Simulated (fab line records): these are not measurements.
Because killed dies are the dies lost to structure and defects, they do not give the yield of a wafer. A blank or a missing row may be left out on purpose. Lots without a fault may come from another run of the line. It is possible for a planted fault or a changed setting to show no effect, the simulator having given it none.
Which of the tools did it? | flow sky130 | 12 lots, 36 wafers sampled, at 5 steps of a route of 708

## WHAT EACH GAUGE READ, for each wafer
SKY_VT_ADJUST_HVTP_OVL_MEAS_08. Usual: VT_ADJUST_HVTP_OVL typically reads -0.7 nm, with standard deviation 1.1.
lot  | measured     | on         | VT_ADJUST_HVTP_OVL (nm) | flag
L176 | day 6 02:52  | overlay-02 | -1.8 -2.7 -1.1          |
L177 | day 6 06:13  | overlay-02 | 0.3 -2.1 0.9            |
L179 | day 6 23:17  | overlay-01 | -1.5 -2.9 -1.7          |
L180 | day 7 04:46  | overlay-01 | 0.4 -0.8 0.8            |
L182 | day 7 17:41  | overlay-01 | -0.1 -0.1 -0.9          |
L185 | day 8 08:52  | overlay-01 | 0.7 1.8 -0.1            |
L193 | day 11 03:49 | overlay-01 | -0.2 0.0 -0.4           |
L194 | day 11 04:10 | overlay-02 | -0.7 0.4 -0.1           |
L195 | day 11 06:25 | overlay-01 | -1.7 0.3 -0.9           |
L196 | day 11 11:16 | overlay-02 | -0.4 -1.4 -1.5          |
L197 | day 11 19:23 | overlay-01 | -3.1 -2.3 -3.1          |
L198 | day 11 21:48 | overlay-02 | 1.5 0.0 0.4             |

SKY_SONOS_ONO_THK_MEAS_03. Usual: SONOS_ONO_CVD_02_THK typically reads 10.50 nm, with standard deviation 0.17.
lot  | measured     | on            | SONOS_ONO_CVD_02_THK (nm) | flag
L176 | day 11 15:11 | film metro-02 | 10.55 10.48 10.55         |
L177 | day 11 16:28 | film metro-01 | 10.70 10.63 10.69         |
L179 | day 12 14:37 | film metro-02 | 10.44 10.40 10.60         |
L180 | day 12 23:57 | film metro-02 | 10.72 10.43 10.62         |
L182 | day 13 17:12 | film metro-01 | 10.75 10.69 10.48         |
L185 | day 14 09:02 | film metro-02 | 15.95 15.95 16.13         | OFF
L193 | day 17 23:35 | film metro-02 | 10.37 10.50 10.30         |
L194 | day 17 23:35 | film metro-01 | 10.67 10.67 10.74         |
L195 | day 18 02:41 | film metro-01 | 10.45 10.48 10.37         |
L196 | day 18 11:04 | film metro-01 | 10.27 10.46 10.33         |
L197 | day 18 18:46 | film metro-01 | 10.61 10.66 10.36         |
L198 | day 18 21:10 | film metro-03 | 10.61 10.49 10.52         |

## WHICH TOOL RAN EACH LOT (tool, then ch and the chambers of the sampled wafers, then the start)
lot  | SKY_NWELL_RTA_28                 | SKY_VT_ADJUST_PCH_STRIP_09           | SKY_SONOS_ONO_CVD_02
L176 | rtp anneal-01 ch 0, day 5 08:50  | plasma asher-02 ch 0,1, day 10 11:07 | lpcvd-02 ch 1, day 11 14:08
L177 | rtp anneal-02 ch 0, day 5 13:02  | plasma asher-04 ch 0,1, day 10 13:28 | lpcvd-02 ch 1, day 11 15:25
L179 | rtp anneal-02 ch 0, day 6 03:47  | plasma asher-04 ch 0,1, day 11 11:01 | lpcvd-02 ch 1, day 12 13:34
L180 | rtp anneal-01 ch 0, day 6 08:53  | plasma asher-04 ch 0,1, day 11 18:00 | lpcvd-02 ch 1, day 12 22:21
L182 | rtp anneal-02 ch 0, day 6 21:26  | plasma asher-02 ch 0,1, day 12 10:52 | lpcvd-02 ch 1, day 13 16:09
L185 | rtp anneal-02 ch 0, day 7 11:59  | plasma asher-03 ch 0,1, day 13 03:30 | lpcvd-02 ch 1, day 14 07:59
L193 | rtp anneal-02 ch 0, day 10 04:52 | plasma asher-04 ch 0,1, day 16 10:51 | lpcvd-02 ch 1, day 17 22:00
L194 | rtp anneal-01 ch 0, day 10 06:09 | plasma asher-03 ch 0,1, day 16 13:04 | lpcvd-02 ch 0, day 17 22:00
L195 | rtp anneal-02 ch 0, day 10 07:12 | plasma asher-03 ch 0, day 16 15:46   | lpcvd-02 ch 1, day 18 01:37
L196 | rtp anneal-01 ch 0, day 10 11:46 | plasma asher-03 ch 0, day 16 23:15   | lpcvd-02 ch 0, day 18 10:00
L197 | rtp anneal-01 ch 0, day 10 19:21 | plasma asher-02 ch 0,1, day 17 07:40 | lpcvd-02 ch 1, day 18 17:43
L198 | rtp anneal-02 ch 0, day 10 21:53 | plasma asher-04 ch 0,1, day 17 11:13 | lpcvd-02 ch 1, day 18 20:07
- SKY_NWELL_RTA_28: time 30 s.
- SKY_VT_ADJUST_PCH_STRIP_09: strips in O2/N2.
- SKY_SONOS_ONO_CVD_02: deposits Si3N4 from DCS/NH3, target thk 10.5 nm, time 180 s.

## WHAT THE TOOLS THEMSELVES READ (means of the sampled wafers that have a number; where no wafer has one, the mark that the record gives instead)
SKY_NWELL_RTA_28. Usual: lamp power pct 25.30 %, standard deviation 0.051; wafer_temp_C_max 1054.9, standard deviation 0.97.
lot  | tool          | lamp power pct (%) | wafer_temp_C_max | flag
L176 | rtp anneal-01 | 25.27              | 1054.4           |
L177 | rtp anneal-02 | 25.31              | 1054.7           |
L179 | rtp anneal-02 | 25.33              | 1055.3           |
L180 | rtp anneal-01 | 25.25              | 1054.3           |
L182 | rtp anneal-02 | 25.34              | 1055.5           |
L185 | rtp anneal-02 | 25.28              | 1055.4           |
L193 | rtp anneal-02 | 25.31              | 1054.8           |
L194 | rtp anneal-01 | 25.30              | 1055.0           |
L195 | rtp anneal-02 | 25.33              | 1054.9           |
L196 | rtp anneal-01 | 25.29              | 1054.5           |
L197 | rtp anneal-01 | 25.24              | 1054.7           |
L198 | rtp anneal-02 | 25.28              | 1055.1           |

SKY_VT_ADJUST_PCH_STRIP_09. Usual: drypump motor current A 5.6 A, standard deviation 0.55; oes product au 0.723 a.u., standard deviation 0.0051; strip time to endpoint s 36.95 s, standard deviation 0.11.
lot  | tool            | drypump motor current A (A) | oes product au (a.u.) | strip time to endpoint s (s) | flag
L176 | plasma asher-02 | 5.6                         | 0.721                 | 36.90                        |
L177 | plasma asher-04 | 5.5                         | 0.729                 | 37.13                        |
L179 | plasma asher-04 | 5.5                         | 0.725                 | 37.09                        |
L180 | plasma asher-04 | 5.3                         | 0.721                 | 36.98                        |
L182 | plasma asher-02 | 5.6                         | 0.720                 | 36.99                        |
L185 | plasma asher-03 | 6.0                         | 0.723                 | 37.06                        |
L193 | plasma asher-04 | 5.3                         | 0.725                 | 36.94                        |
L194 | plasma asher-03 | 5.5                         | 0.727                 | 36.82                        |
L195 | plasma asher-03 | 6.5                         | 0.720                 | 36.90                        |
L196 | plasma asher-03 | 6.5                         | 0.720                 | 36.95                        |
L197 | plasma asher-02 | 5.5                         | 0.726                 | 37.23                        |
L198 | plasma asher-04 | 5.3                         | 0.725                 | 37.02                        |

## THE ANSWER, worked out from the rows above alone
Rule: lot off if the mean of its wafers having a number is beyond 3 standard deviations from the usual mean. A lot without any number at a reading at which 4 lots or more have one is off too. Any other lot the step has rows for is counted as sound. The gauges are gone through in route order, then the tools' own readings, and for those a lot's mean is taken as printed above. At the first step where some lot is off, the reading lying furthest off is the one used; lots without a number count as furthest.
Off: L185, at SKY_SONOS_ONO_THK_MEAS_03 (SONOS_ONO_CVD_02_THK).
A tool fits if, at a process step before that reading, it ran every lot that is off, and no sound lot after the first of them. Those tools and the gauges at SKY_SONOS_ONO_THK_MEAS_03 are tried in the same way. Not one of the candidates tried fits.

## WHAT HAD BEEN PUT IN BY THE SIMULATOR
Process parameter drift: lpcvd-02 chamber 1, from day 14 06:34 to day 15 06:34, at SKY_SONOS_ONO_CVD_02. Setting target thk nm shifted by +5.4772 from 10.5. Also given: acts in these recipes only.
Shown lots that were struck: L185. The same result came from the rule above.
